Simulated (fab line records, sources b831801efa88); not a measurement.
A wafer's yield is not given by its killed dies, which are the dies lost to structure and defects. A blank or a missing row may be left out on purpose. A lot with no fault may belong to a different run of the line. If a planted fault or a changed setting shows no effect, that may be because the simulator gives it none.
Which tool is to blame? | flow gf180mcu | 24 lots with 72 wafers sampled at 6 steps, on a route of 602 steps

## WHAT THE GAUGES SHOWED, per wafer
GF_V2_CD_MEAS_14 targets a cd of 260 nm.
lot  | measured     | on        | cd-nm (nm)
L074 | day 20 06:20 | cd-sem-02 | 257.6 257.9 257.7
L075 | day 20 16:06 | cd-sem-02 | 259.3 259.2 258.4
L076 | day 20 21:15 | cd-sem-01 | 259.2 259.0 258.3
L077 | day 21 10:15 | cd-sem-02 | 258.6 257.5 258.1
L078 | day 21 15:01 | cd-sem-01 | 261.0 263.2 263.3
L079 | day 22 02:28 | cd-sem-01 | 260.5 260.3 260.7
L080 | day 22 16:55 | cd-sem-02 | 259.6 260.2 260.0
L081 | day 22 20:19 | cd-sem-01 | 258.6 259.5 260.3
L082 | day 23 06:49 | cd-sem-01 | 256.9 256.8 258.0
L083 | day 23 12:40 | cd-sem-01 | 260.4 260.2 260.7
L084 | day 24 00:58 | cd-sem-01 | 259.8 258.9 259.8
L085 | day 24 06:54 | cd-sem-01 | 261.3 261.4 261.1
L086 | day 24 19:19 | cd-sem-01 | 260.7 261.8 258.5
L087 | day 25 08:35 | cd-sem-01 | 260.9 259.9 260.5
L088 | day 25 18:07 | cd-sem-02 | 260.8 261.1 259.6
L089 | day 25 22:37 | cd-sem-01 | 258.3 260.2 258.5
L090 | day 26 03:31 | cd-sem-02 | 261.4 262.1 263.6
L091 | day 26 07:40 | cd-sem-02 | 260.9 258.7 259.7
L092 | day 26 19:43 | cd-sem-01 | 260.7 261.4 260.3
L093 | day 26 23:37 | cd-sem-01 | 259.0 258.8 259.3
L094 | day 27 06:25 | cd-sem-01 | 258.4 258.0 258.6
L095 | day 27 11:05 | cd-sem-01 | 258.0 258.5 258.1
L096 | day 27 12:36 | cd-sem-01 | 262.3 261.4 261.9
L097 | day 27 23:26 | cd-sem-01 | 260.3 261.3 261.2

GF_TOP_METAL_THK_MEAS_06: measures by xrf.
lot  | measured     | on            | TOP_METAL_ALCU_THK (nm)
L074 | day 27 07:43 | film-metro-02 | 888 885 884
L075 | day 27 15:49 | film-metro-02 | 893 892 886
L076 | day 27 18:44 | film-metro-02 | 879 884 881
L077 | day 28 05:44 | film-metro-04 | 889 890 886
L078 | day 28 11:04 | film-metro-04 | 884 896 889
L079 | day 28 20:07 | film-metro-02 | 889 890 884
L080 | day 29 08:32 | film-metro-02 | 898 893 896
L081 | day 29 11:37 | film-metro-03 | 884 886 894
L082 | day 29 19:44 | film-metro-02 | 895 892 890
L083 | day 30 00:56 | film-metro-02 | 890 894 893
L084 | day 30 10:49 | film-metro-02 | 885 884 882
L085 | day 30 16:12 | film-metro-03 | 900 892 894
L086 | day 31 01:44 | film-metro-02 | 880 888 884
L087 | day 31 13:10 | film-metro-02 | 894 889 893
L088 | day 31 20:55 | film-metro-04 | 884 884 889
L089 | day 32 00:14 | film-metro-02 | 883 889 886
L090 | day 32 05:49 | film-metro-03 | 895 894 894
L091 | day 32 07:44 | film-metro-04 | 901 898 897
L092 | day 32 16:23 | film-metro-02 | 895 888 892
L093 | day 32 20:22 | film-metro-03 | 914 896 909
L094 | day 33 03:22 | film-metro-02 | 899 895 896
L095 | day 33 06:22 | film-metro-03 | 901 898 901
L096 | day 33 07:01 | film-metro-03 | 909 895 902
L097 | day 33 14:07 | film-metro-02 | 899 897 901

## WHICH TOOL RAN EACH LOT (tool, then ch and the chambers of the sampled wafers, then the start)
lot  | GF_V3_CVD_02                    | GF_V4_ETCH_16                      | GF_MIM_SPUTTER_04            | GF_V5_CMP_04
L074 | pecvd-03 ch 0,1, day 21 09:01   | rie-diel-01 ch 2,3, day 24 10:36   | pvd-sputter-02, day 24 12:08 | cmp-02 ch 0,2,3, day 26 08:56
L075 | pecvd-01 ch 0,1,2, day 21 18:52 | rie-diel-03 ch 0,1,3, day 24 18:46 | pvd-sputter-02, day 24 20:19 | cmp-01 ch 0,1,2, day 26 17:08
L076 | pecvd-04 ch 0,1,2, day 21 23:47 | rie-diel-01 ch 0,2,3, day 24 23:09 | pvd-sputter-03, day 25 00:46 | cmp-02 ch 0,1,2, day 26 20:13
L077 | pecvd-01 ch 0,1, day 22 12:49   | rie-diel-01 ch 1,3, day 25 10:36   | pvd-sputter-04, day 25 12:09 | cmp-02 ch 2,3, day 27 07:25
L078 | pecvd-03 ch 0,1,2, day 22 16:56 | rie-diel-02 ch 1,3, day 25 16:06   | pvd-sputter-03, day 25 17:41 | cmp-02 ch 1,2, day 27 12:44
L079 | pecvd-04 ch 2, day 23 04:29     | rie-diel-02 ch 0,1,3, day 26 02:24 | pvd-sputter-02, day 26 03:59 | cmp-01 ch 0,2,3, day 27 22:46
L080 | pecvd-01 ch 1,2, day 23 18:35   | rie-diel-01 ch 0,3, day 26 15:36   | pvd-sputter-04, day 26 17:09 | cmp-01 ch 1,2,3, day 28 10:43
L081 | pecvd-01 ch 0,1, day 23 22:32   | rie-diel-01 ch 1,2,3, day 26 19:06 | pvd-sputter-02, day 26 20:41 | cmp-02 ch 0,1,2, day 28 13:49
L082 | pecvd-04 ch 0,1,2, day 24 07:44 | rie-diel-03 ch 1,2,3, day 27 03:12 | pvd-sputter-04, day 27 04:46 | cmp-02 ch 0,1,3, day 28 22:22
L083 | pecvd-03 ch 0,1, day 24 14:08   | rie-diel-01 ch 1,2, day 27 09:46   | pvd-sputter-04, day 27 11:19 | cmp-02 ch 0,1,2, day 29 04:29
L084 | pecvd-04 ch 0,1,2, day 25 01:34 | rie-diel-02 ch 0,3, day 27 20:22   | pvd-sputter-02, day 27 21:56 | cmp-02 ch 0,1, day 29 14:11
L085 | pecvd-01 ch 1,2, day 25 07:41   | rie-diel-01 ch 1,2,3, day 28 01:58 | pvd-sputter-03, day 28 03:33 | cmp-02 ch 1,3, day 29 19:22
L086 | pecvd-04 ch 0,2, day 25 20:14   | rie-diel-01 ch 1,3, day 28 13:09   | pvd-sputter-04, day 28 14:41 | cmp-02 ch 1,3, day 30 05:20
L087 | pecvd-03 ch 0,2, day 26 07:56   | rie-diel-03 ch 0,2, day 29 00:22   | pvd-sputter-02, day 29 01:56 | cmp-02 ch 0,3, day 30 17:10
L088 | pecvd-01 ch 0,2, day 26 17:47   | rie-diel-03 ch 0,1, day 29 10:14   | pvd-sputter-03, day 29 11:47 | cmp-01 ch 0,1, day 31 01:25
L089 | pecvd-03 ch 0,1, day 26 22:31   | rie-diel-02 ch 1,2,3, day 29 12:46 | pvd-sputter-04, day 29 14:22 | cmp-02 ch 0,2,3, day 31 04:52
L090 | pecvd-01 ch 0,1, day 27 02:54   | rie-diel-01 ch 1,2, day 29 17:31   | pvd-sputter-04, day 29 19:07 | cmp-02 ch 0,2,3, day 31 09:47
L091 | pecvd-03 ch 1,2, day 27 06:20   | rie-diel-02 ch 0,1,3, day 29 20:55 | pvd-sputter-02, day 29 22:29 | cmp-02 ch 0,1,3, day 31 12:06
L092 | pecvd-04 ch 1,2, day 27 18:17   | rie-diel-03 ch 0,3, day 30 07:13   | pvd-sputter-04, day 30 08:50 | cmp-02 ch 1,2,3, day 31 21:52
L093 | pecvd-01 ch 0,2, day 27 22:15   | rie-diel-01 ch 1,2,3, day 30 10:12 | pvd-sputter-03, day 30 11:48 | cmp-02 ch 1,2,3, day 32 01:16
L094 | pecvd-03 ch 1,2, day 28 05:50   | rie-diel-02 ch 0,1, day 30 17:18   | pvd-sputter-04, day 30 18:57 | cmp-02 ch 1,2,3, day 32 07:41
L095 | pecvd-04 ch 1,2, day 28 10:13   | rie-diel-02 ch 0,1,3, day 30 21:40 | pvd-sputter-02, day 30 23:19 | cmp-01 ch 0,2,3, day 32 11:03
L096 | pecvd-03 ch 0,1,2, day 28 10:45 | rie-diel-01 ch 1,2, day 30 22:39   | pvd-sputter-02, day 31 00:11 | cmp-01 ch 1,3, day 32 11:32
L097 | pecvd-04 ch 0,1,2, day 28 21:03 | rie-diel-02 ch 1,2,3, day 31 08:18 | pvd-sputter-04, day 31 09:55 | cmp-01 ch 0,1,3, day 32 20:27
- GF_V3_CVD_02: deposits SiO2 from TEOS, target thk 850 nm, time 94.851 s.
- GF_V4_ETCH_16: etches BARC in N2/H2.
- GF_MIM_SPUTTER_04: material TiN, target thk 50 nm, time 41.7 s.
- GF_V5_CMP_04: polishes SiO2.

## AS READ BY THE TOOLS THEMSELVES (means over the sampled wafers that have a number; for cases with no such wafer, the mark the record gives instead)
GF_V3_CVD_02.
lot  | tool     | heater-power-w (W)
L074 | pecvd-03 | 625
L075 | pecvd-01 | 632
L076 | pecvd-04 | 672
L077 | pecvd-01 | 670
L078 | pecvd-03 | 770
L079 | pecvd-04 | 696
L080 | pecvd-01 | 696
L081 | pecvd-01 | 613
L082 | pecvd-04 | 694
L083 | pecvd-03 | 655
L084 | pecvd-04 | 689
L085 | pecvd-01 | 681
L086 | pecvd-04 | 669
L087 | pecvd-03 | 775
L088 | pecvd-01 | 546
L089 | pecvd-03 | 696
L090 | pecvd-01 | 535
L091 | pecvd-03 | 744
L092 | pecvd-04 | 682
L093 | pecvd-01 | 588
L094 | pecvd-03 | 723
L095 | pecvd-04 | 740
L096 | pecvd-03 | 741
L097 | pecvd-04 | 683

GF_V4_ETCH_16.
lot  | tool        | chamber-pressure-mTorr (mTorr) | drypump-motor-current-A (A) | oes-product-au (a.u.) | throttle-valve-pct (%)
L074 | rie-diel-01 | 30.003                         | 4.9                         | 0.852                 | 13.226
L075 | rie-diel-03 | 30.000                         | 5.8                         | 0.845                 | 13.226
L076 | rie-diel-01 | 29.983                         | 5.1                         | 0.857                 | 13.229
L077 | rie-diel-01 | 30.013                         | 5.0                         | 0.858                 | 13.220
L078 | rie-diel-02 | 29.972                         | 6.5                         | 0.853                 | 13.226
L079 | rie-diel-02 | 29.995                         | 6.5                         | 0.856                 | 13.227
L080 | rie-diel-01 | 29.995                         | 5.2                         | 0.857                 | 13.226
L081 | rie-diel-01 | 29.990                         | 4.9                         | 0.856                 | 13.233
L082 | rie-diel-03 | 30.005                         | 5.8                         | 0.854                 | 13.231
L083 | rie-diel-01 | 30.000                         | 4.9                         | 0.859                 | 13.224
L084 | rie-diel-02 | 29.993                         | 6.5                         | 0.854                 | 13.225
L085 | rie-diel-01 | 29.988                         | 5.0                         | 0.855                 | 13.226
L086 | rie-diel-01 | 29.986                         | 5.0                         | 0.859                 | 13.218
L087 | rie-diel-03 | 30.027                         | 5.4                         | 0.853                 | 13.221
L088 | rie-diel-03 | 30.004                         | 5.7                         | 0.847                 | 13.216
L089 | rie-diel-02 | 30.013                         | 6.3                         | 0.858                 | 13.227
L090 | rie-diel-01 | 30.027                         | 4.9                         | 0.853                 | 13.221
L091 | rie-diel-02 | 30.005                         | 6.5                         | 0.850                 | 13.223
L092 | rie-diel-03 | 29.997                         | 5.6                         | 0.852                 | 13.219
L093 | rie-diel-01 | 30.017                         | 5.0                         | 0.854                 | 13.228
L094 | rie-diel-02 | 30.028                         | 6.5                         | 0.854                 | 13.232
L095 | rie-diel-02 | 29.991                         | 6.5                         | 0.856                 | 13.228
L096 | rie-diel-01 | 29.986                         | 4.9                         | 0.853                 | 13.229
L097 | rie-diel-02 | 30.015                         | 6.3                         | 0.851                 | 13.229

GF_MIM_SPUTTER_04.
lot  | tool           | throttle-valve-pct (%)
L074 | pvd-sputter-02 | 30.7
L075 | pvd-sputter-02 | 30.2
L076 | pvd-sputter-03 | 30.5
L077 | pvd-sputter-04 | 30.2
L078 | pvd-sputter-03 | 30.5
L079 | pvd-sputter-02 | 31.5
L080 | pvd-sputter-04 | 29.2
L081 | pvd-sputter-02 | 30.2
L082 | pvd-sputter-04 | 30.0
L083 | pvd-sputter-04 | 29.6
L084 | pvd-sputter-02 | 31.0
L085 | pvd-sputter-03 | 30.6
L086 | pvd-sputter-04 | 29.5
L087 | pvd-sputter-02 | 31.2
L088 | pvd-sputter-03 | 30.5
L089 | pvd-sputter-04 | 29.1
L090 | pvd-sputter-04 | 29.9
L091 | pvd-sputter-02 | 30.1
L092 | pvd-sputter-04 | 29.7
L093 | pvd-sputter-03 | 30.6
L094 | pvd-sputter-04 | 29.7
L095 | pvd-sputter-02 | 30.6
L096 | pvd-sputter-02 | 30.9
L097 | pvd-sputter-04 | 29.4

GF_V5_CMP_04.
lot  | tool   | motor-current-A (A) | slurry-filter-dp-kPa (kPa) | slurry-flow-ml-min
L074 | cmp-02 | 11.8                | 13.52                      | 150.0
L075 | cmp-01 | 11.5                | 13.55                      | 150.0
L076 | cmp-02 | 12.5                | 13.38                      | 150.5
L077 | cmp-02 | 11.9                | 13.45                      | 150.3
L078 | cmp-02 | 12.1                | 13.39                      | 150.0
L079 | cmp-01 | 11.8                | 13.48                      | 149.8
L080 | cmp-01 | 11.7                | 13.47                      | 150.0
L081 | cmp-02 | 12.6                | 13.41                      | 150.4
L082 | cmp-02 | 12.2                | 13.32                      | 150.2
L083 | cmp-02 | 12.6                | 13.46                      | 149.8
L084 | cmp-02 | 12.6                | 13.45                      | 149.5
L085 | cmp-02 | 12.1                | 13.38                      | 149.8
L086 | cmp-02 | 11.6                | 13.53                      | 150.1
L087 | cmp-02 | 12.0                | 13.53                      | 149.6
L088 | cmp-01 | 11.5                | 13.44                      | 149.8
L089 | cmp-02 | 11.9                | 13.48                      | 149.5
L090 | cmp-02 | 11.9                | 13.45                      | 149.9
L091 | cmp-02 | 12.0                | 13.52                      | 149.7
L092 | cmp-02 | 12.0                | 13.61                      | 149.9
L093 | cmp-02 | 11.6                | 13.49                      | 149.8
L094 | cmp-02 | 11.8                | 13.42                      | 149.6
L095 | cmp-01 | 11.7                | 13.55                      | 149.9
L096 | cmp-01 | 11.6                | 13.51                      | 150.3
L097 | cmp-01 | 11.5                | 13.61                      | 149.6

## THE ANSWER, worked out from the rows above alone
Rule: the usual values come from the lots themselves. Put in order of their means at a reading, lots are off if they are a third of the lots or fewer, leave a main group of 4 or more, and stand apart from it by a gap of 3 or more times the standard deviation of the main group's means; of several such gaps the widest counts. A main group whose means are all the same, to the digits that the tables above print for the reading, isn't used. Also off: a lot with no number at a reading for which 4 or more lots have one. The other lots that the step has rows for count as sound. Order of review: gauges by route order, followed by the tools' own readings, for which a lot's mean as printed above is used. The first step at which some lot is off is used, and at that step the reading that is off furthest; a lot without a number counts as furthest.
Across all readings shown, no lot is off: no conclusion can be drawn from this.

## WHAT THE SIMULATOR HAD PUT IN
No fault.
